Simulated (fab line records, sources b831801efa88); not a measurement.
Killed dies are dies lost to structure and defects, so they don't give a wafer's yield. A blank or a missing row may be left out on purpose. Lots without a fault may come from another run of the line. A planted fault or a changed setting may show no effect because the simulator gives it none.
Split-lot experiment | flow sky130 | 5 lots, 22 wafers read, on a route of 708 steps

THE SPLIT
At SKY_METAL5_EXPOSE_11 (exposes mask MM5, target cd 1600 nm), the setting dose_mj was moved away from the recipe's 190 on 7 of the 22 wafers read, by -2.7% to +3.7%. The other wafers ran this setting at the recipe's value.

FROM THE SPLIT TO THE READING: what the file shows between them, 2 steps
- SKY_METAL5_PEB_12
- SKY_METAL5_DEVELOP_13: develop time 60 s

THE READING
METAL5.cd_nm (the simulator's own value, which no gauge read), in nm, at SKY_METAL5_DESCUM_14 (chemistry O2, time 11 s). The file gives no usual value for it. The 15 wafers here that ran the recipe average 1598 nm, standard deviation 1.9 nm.

wafer  | tool, chamber at the split | dose_mj as run | against the recipe | METAL5.cd_nm, nm | against lot-mates on the recipe
L076.2 | iline_stepper-02, 0        | 190            | recipe             | 1597             | -
L076.3 | iline_stepper-02, 0        | 190            | recipe             | 1601             | -
L080.1 | iline_stepper-01, 0        | 190            | recipe             | 1598             | -
L080.2 | iline_stepper-01, 0        | 197            | +3.7%              | 1588             | -11
L080.3 | iline_stepper-01, 0        | 190            | recipe             | 1599             | -
L080.6 | iline_stepper-01, 0        | 190            | recipe             | 1599             | -
L080.4 | iline_stepper-01, 0        | 197            | +3.7%              | 1591             | -8
L081.1 | iline_stepper-02, 0        | 184.8          | -2.7%              | 1604             | +6
L081.5 | iline_stepper-02, 0        | 184.8          | -2.7%              | 1604             | +6
L081.2 | iline_stepper-02, 0        | 190            | recipe             | 1599             | -
L081.3 | iline_stepper-02, 0        | 190            | recipe             | 1597             | -
L081.4 | iline_stepper-02, 0        | 190            | recipe             | 1597             | -
L083.2 | iline_stepper-02, 0        | 190            | recipe             | 1599             | -
L083.3 | iline_stepper-02, 0        | 197            | +3.7%              | 1589             | -10
L083.4 | iline_stepper-02, 0        | 197            | +3.7%              | 1589             | -10
L083.5 | iline_stepper-02, 0        | 190            | recipe             | 1600             | -
L083.6 | iline_stepper-02, 0        | 197            | +3.7%              | 1588             | -12
L082.1 | iline_stepper-02, 0        | 190            | recipe             | 1597             | -
L082.2 | iline_stepper-02, 0        | 190            | recipe             | 1595             | -
L082.3 | iline_stepper-02, 0        | 190            | recipe             | 1594             | -
L082.4 | iline_stepper-02, 0        | 190            | recipe             | 1596             | -
L082.6 | iline_stepper-02, 0        | 190            | recipe             | 1596             | -

THE FIT
A straight line over all 22 wafers: METAL5.cd_nm changes by -2.34 nm for each +1% of dose_mj; r = -0.94; the points scatter about the line by 1.7 nm.
The same after taking each lot's own level away (the mean of its wafers on the recipe; 22 wafers): -2.65 nm for each +1%; r = -0.98; scatter 1.2 nm.
On that fit, the largest move of dose_mj shifts the reading by 9.8 nm.
The lots' own levels span 1595.6 to 1599.5 nm, that is 2.1 times the standard deviation above.
So the lot-to-lot level changes the slope: the two fits differ.
Check: with one of the wafers moved furthest among these (+3.7%) left out of the fit, the line predicts -9.79 nm for it against its lot-mates. It came out at -10.7 nm against them.

THE FILE'S OWN FIT
METAL5.cd_nm changes by -2.66 nm for each +1% of dose_mj, r = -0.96.
